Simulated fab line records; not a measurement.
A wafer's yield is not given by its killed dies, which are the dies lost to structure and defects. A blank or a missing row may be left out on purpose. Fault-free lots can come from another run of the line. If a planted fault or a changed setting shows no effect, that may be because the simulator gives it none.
fab line records | flow sky130
record lots=6 | wafers=18 | last_day=50
route steps=708 shown FIELD_ISO@21 NWELL@32 DNWELL@35
lots that met no fault: taken from a fault-free run of the same line
start_h: the number of hours between the record's first day and the start of the first shown wafer of the lot | wait_h: hours since the lot's step before | " as in the row above | L1.1+2: one row covering several wafers at once | - no value present, or no start provided | * or withheld: withheld | < > ~ a bound
route shown NAME@n: NAME is a module with steps in the file, n the number in the route of the first one | usual: mean/standard deviation taken from wafers without a fault | same: alike in all rows | chamber/n: place in a boat | sites: per-site readings | _std_site: their standard deviation | _edge_site: outer sites' mean less inner sites' | radius_mm: for every site, how far away it sits from the centre of the wafer | mask NAME#n: copy n | behind: the tool/chamber that last shaped the wafer | hold: reason for holding the lot/hours on hold/outcome of the hold | device: which transistor (n, p or np) failed to switch | end of line: the route-end tests of the same wafers | a step without rows: its recipe alone | killed: dies lost to structure and defects at the first sort, not the wafer's yield | map: dies across one wafer; x = killed, . = not, _ = none there
set.NAME: setting as actually run; set.NAME@STEP: the setting as run at that earlier step | model.NAME: the simulator's own value behind a step, which no gauge read
lots seen at some steps along the route; tables by step, rows by wafer
services: the hour from which a tool's chamber was out of use, counted from the record's first day as start_h (under 0 if before that day), plus the number of hours and why
## steps
# step SKY_FIELD_ISO_CLEAN_20
# recipe chemistry=dHF | time_s=20 | dilution=100:1
# step SKY_FIELD_ISO_WET_ETCH_21
# recipe chemistry=dHF | dilution=100:1 | target_depth_nm=20 | dry=ipa_marangoni | target=SiO2 | temp_c=25 | time_s=400
# step SKY_FIELD_ISO_OXIDATION_22
# recipe temp_c=950 | ambient=O2 | stabilise_s=600 | purge_s=300 | target_thk_a=100 | ox_time_s=623
# step SKY_FIELD_ISO_THK_MEAS_23
# recipe reads=SiO2_of_FIELD_ISO_OXIDATION_22
# usual FIELD_ISO_OXIDATION_01_THK=10.06/0.2
lot.wafer | tool          | chamber | start_h | wait_h | FIELD_ISO_OXIDATION_01_THK[nm]
L856.1    | film_metro-04 | -       | 60.82   | 0.0    | 10.27
L856.4    | "             | -       | "       | "      | 10.15
L856.5    | "             | -       | "       | "      | 10.22
L862.3    | film_metro-04 | -       | 90.44   | 0.0    | 10.09
L862.4    | "             | -       | "       | "      | 10.04
L862.6    | "             | -       | "       | "      | 9.98
L868.1    | film_metro-03 | -       | 119.36  | 0.0    | 10.26
L868.3    | "             | -       | "       | "      | 10.05
L868.6    | "             | -       | "       | "      | 10.14
L869.1    | film_metro-02 | -       | 127.81  | 0.0    | 9.66
L869.2    | "             | -       | "       | "      | 9.99
L869.6    | "             | -       | "       | "      | 9.92
L871.2    | film_metro-03 | -       | 144.11  | 0.0    | 10.03
L871.5    | "             | -       | "       | "      | 10.03
L871.6    | "             | -       | "       | "      | 9.89
L872.3    | film_metro-03 | -       | 144.18  | 0.1    | 10.09
L872.4    | "             | -       | "       | "      | 10.11
L872.6    | "             | -       | "       | "      | 10.21
# step SKY_FIELD_ISO_CVD_24
# recipe material=SiO2 | target_thk_nm=595 | temp_c=650 | sigma_open_frac=0.3 | time_s=99.2 | sih4_flow_sccm=60 | pressure_mtorr=6
# step SKY_FIELD_ISO_THK_MEAS_25
# recipe reads=SiO2_of_FIELD_ISO_CVD_24
# usual FIELD_ISO_CVD_24_THK=596/5.3
lot.wafer | tool          | chamber | start_h | wait_h | FIELD_ISO_CVD_24_THK[nm]
L856.1    | film_metro-02 | -       | 60.95   | 0.0    | 597
L856.4    | "             | -       | "       | "      | 598
L856.5    | "             | -       | "       | "      | 607
L862.3    | film_metro-03 | -       | 90.57   | 0.1    | 596
L862.4    | "             | -       | "       | "      | 596
L862.6    | "             | -       | "       | "      | 601
L868.1    | film_metro-03 | -       | 119.50  | 0.0    | 601
L868.3    | "             | -       | "       | "      | 599
L868.6    | "             | -       | "       | "      | 596
L869.1    | film_metro-04 | -       | 127.94  | 0.0    | 595
L869.2    | "             | -       | "       | "      | 598
L869.6    | "             | -       | "       | "      | 603
L871.2    | film_metro-03 | -       | 144.24  | 0.0    | 601
L871.5    | "             | -       | "       | "      | 597
L871.6    | "             | -       | "       | "      | 600
L872.3    | film_metro-02 | -       | 144.31  | 0.1    | 600
L872.4    | "             | -       | "       | "      | 595
L872.6    | "             | -       | "       | "      | 597
# step SKY_FIELD_ISO_ANNEAL_26
# recipe temp_c=1000 | time_s=1800 | ambient=N2
# step SKY_FIELD_ISO_CMP_27
# recipe stop_on=Si3N4 | t_overpolish_s=16 | down_force_psi=4 | platen_rpm=60 | target_thk_nm=457.8 | pad_velocity_m_s=0.94248
# usual head_pressure_psi=4.000/0.0089 | motor_current_A=11.5/1.3 | overpolish_run_s=16.000/0.0088 | time_to_endpoint_s=115.1/2.9
lot.wafer | tool   | chamber | start_h | wait_h | head_pressure_psi | motor_current_A | overpolish_run_s | time_to_endpoint_s
L856.4    | cmp-02 | 0       | 63.00   | 0.0    | 4.010             | 12.6            | 16.001           | 112.4
L856.1    | "      | 2       | "       | "      | 3.995             | 12.1            | 15.992           | 116.7
L856.5    | "      | 0       | "       | "      | 3.992             | 13.0            | 15.987           | 119.0
L862.3    | cmp-02 | 3       | 92.68   | 0.1    | 3.995             | 12.3            | 16.004           | 115.7
L862.4    | "      | 0       | "       | "      | 4.011             | 13.5            | 16.006           | 113.2
L862.6    | "      | 2       | "       | "      | 4.009             | 12.2            | 16.002           | 113.4
L868.3    | cmp-02 | 1       | 121.06  | 0.0    | 3.999             | 9.2             | 16.004           | 110.6
L868.1    | "      | 3       | "       | "      | 4.002             | 12.3            | 15.996           | 116.4
L868.6    | "      | 1       | "       | "      | 4.009             | 9.4             | 15.992           | 110.9
L869.1    | cmp-01 | 2       | 129.60  | 0.1    | 3.998             | 13.3            | 16.012           | 118.4
L869.2    | "      | 3       | "       | "      | 4.003             | 10.7            | 16.006           | 124.5
L869.6    | "      | 0       | "       | "      | 4.006             | 9.8             | 16.004           | 122.5
L872.3    | cmp-01 | 1       | 147.29  | 0.2    | 4.015             | 11.6            | 15.992           | 116.0
L872.4    | "      | 3       | "       | "      | 3.995             | 11.3            | 15.994           | 114.3
L872.6    | "      | 1       | "       | "      | 3.999             | 11.1            | 15.975           | 114.4
L871.2    | cmp-02 | 1       | 147.44  | 0.3    | 3.997             | 9.0             | 16.005           | 114.0
L871.5    | "      | 0       | "       | "      | 4.014             | 13.2            | 16.006           | 114.4
L871.6    | "      | 1       | "       | "      | 4.005             | 9.9             | 16.001           | 112.9
# step SKY_FIELD_ISO_WET_ETCH_28
# recipe chemistry=dHF | target_depth_nm=23.7 | target=SiO2 | dilution=10:1 | temp_c=25 | time_s=47
# step SKY_FIELD_ISO_WET_ETCH_29
# recipe chemistry=H3PO4 | target_depth_nm=160 | target=Si3N4 | temp_c=160 | time_s=1825
# step SKY_FIELD_ISO_WET_ETCH_30
# recipe chemistry=dHF | target_depth_nm=25 | target=SiO2 | dilution=10:1 | temp_c=25 | time_s=50
# step SKY_NWELL_CLEAN_00
# recipe chemistry=SC1/SC2 | mix=1:4:20 | temp_c=70 | time_s=150 | dry=n2_spin
# step SKY_NWELL_OXIDATION_01
# recipe temp_c=900 | ambient=O2 | stabilise_s=600 | purge_s=300 | target_thk_a=100 | ox_time_s=1418
# usual ox_temp_c=900.0/0.37 | ox_temp_c_max=903.8/0.74 | zone_power_bottom_pct=28.1/2.8 | zone_power_top_pct=34/3
lot.wafer | tool       | chamber | start_h | wait_h | ox_temp_c | ox_temp_c_max | zone_power_bottom_pct | zone_power_top_pct
L856.1    | furnace-01 | 0       | 63.91   | 0.0    | 899.9     | 903.5         | 24.9                  | 30
L856.4    | "          | 0       | "       | "      | 899.6     | 903.8         | 25.2                  | 30
L856.5    | "          | 0       | "       | "      | 900.4     | 903.9         | 24.1                  | 31
L862.3    | furnace-02 | 0       | 93.49   | 0.0    | 899.7     | 903.6         | 29.9                  | 36
L862.4    | "          | 0       | "       | "      | 900.2     | 904.2         | 30.6                  | 36
L862.6    | "          | 0       | "       | "      | 900.0     | 904.2         | 30.9                  | 37
L868.1    | furnace-02 | -       | 123.72  | 1.7    | -         | -             | -                     | -
L868.3    | "          | -       | "       | "      | -         | -             | -                     | -
L868.6    | "          | -       | "       | "      | -         | -             | -                     | -
L869.1    | furnace-01 | -       | 130.41  | 0.0    | -         | -             | -                     | -
L869.2    | "          | -       | "       | "      | -         | -             | -                     | -
L869.6    | "          | -       | "       | "      | -         | -             | -                     | -
L871.2    | furnace-01 | 0       | 150.15  | 1.9    | 899.9     | 903.1         | 24.7                  | 31
L871.5    | "          | 0       | "       | "      | 900.6     | 904.3         | 24.7                  | 30
L871.6    | "          | 0       | "       | "      | 899.6     | 903.0         | 25.0                  | 31
L872.3    | furnace-01 | 0       | 150.15  | 2.0    | 900.5     | 903.5         | 25.1                  | 30
L872.4    | "          | 0       | "       | "      | 900.4     | 903.3         | 24.8                  | 31
L872.6    | "          | 0       | "       | "      | 899.8     | 903.7         | 25.0                  | 30
# step SKY_DNWELL_DEHYDRATE_00
# recipe temp_c=200 | time_s=60
## services
tool       | chamber | start_h | hours | kind
furnace-02 | -       | 46.09   | 2.9   | pm
cmp-02     | -       | 64.00   | 4.0   | pm
cmp-02     | -       | 68.00   | -     | consumable_replace:conditioner
cmp-02     | -       | 68.00   | -     | consumable_replace:pad
cmp-01     | -       | 73.63   | 8.5   | pm
cmp-01     | -       | 86.39   | 1.6   | repair
furnace-02 | -       | 110.06  | 5.1   | pm
cmp-02     | -       | 115.90  | 0.3   | repair
furnace-02 | -       | 131.46  | 14.1  | repair
## key
first_sign step=SKY_NWELL_OXIDATION_01 | reading=tool_record | direction=missing
effect none on later readings
met_at SKY_NWELL_OXIDATION_01
struck_wafers L868.1,L868.3,L868.6,L869.1,L869.2,L869.6
later_rows_left_out L868.1,L868.3,L868.6,L869.1,L869.2,L869.6
sort_left_out L868.1,L868.3,L868.6,L869.1,L869.2,L869.6
tester_left_out L868,L869
onset_between 93.49 123.72
fault kind=skipped_step_whole | tool=furnace-01,furnace-02 | chamber=- | onset_h=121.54 | steps=SKY_NWELL_OXIDATION_01 | scope=struck_lots_only
# tester_left_out: of these lots the tester's yield and bins aren't shown, on N5 and GAA mostly nor the transistor test; their killed dies are dies lost to structure and defects alone, not to doping, threshold or leakage, so they don't give the yield
# sort_left_out: the simulated sort isn't trusted on such a fault, so these wafers' sort isn't shown, and their yield isn't known
# later_rows_left_out: the simulator's readings of these wafers behind a module that went badly wrong aren't trusted and aren't shown, but for the sort
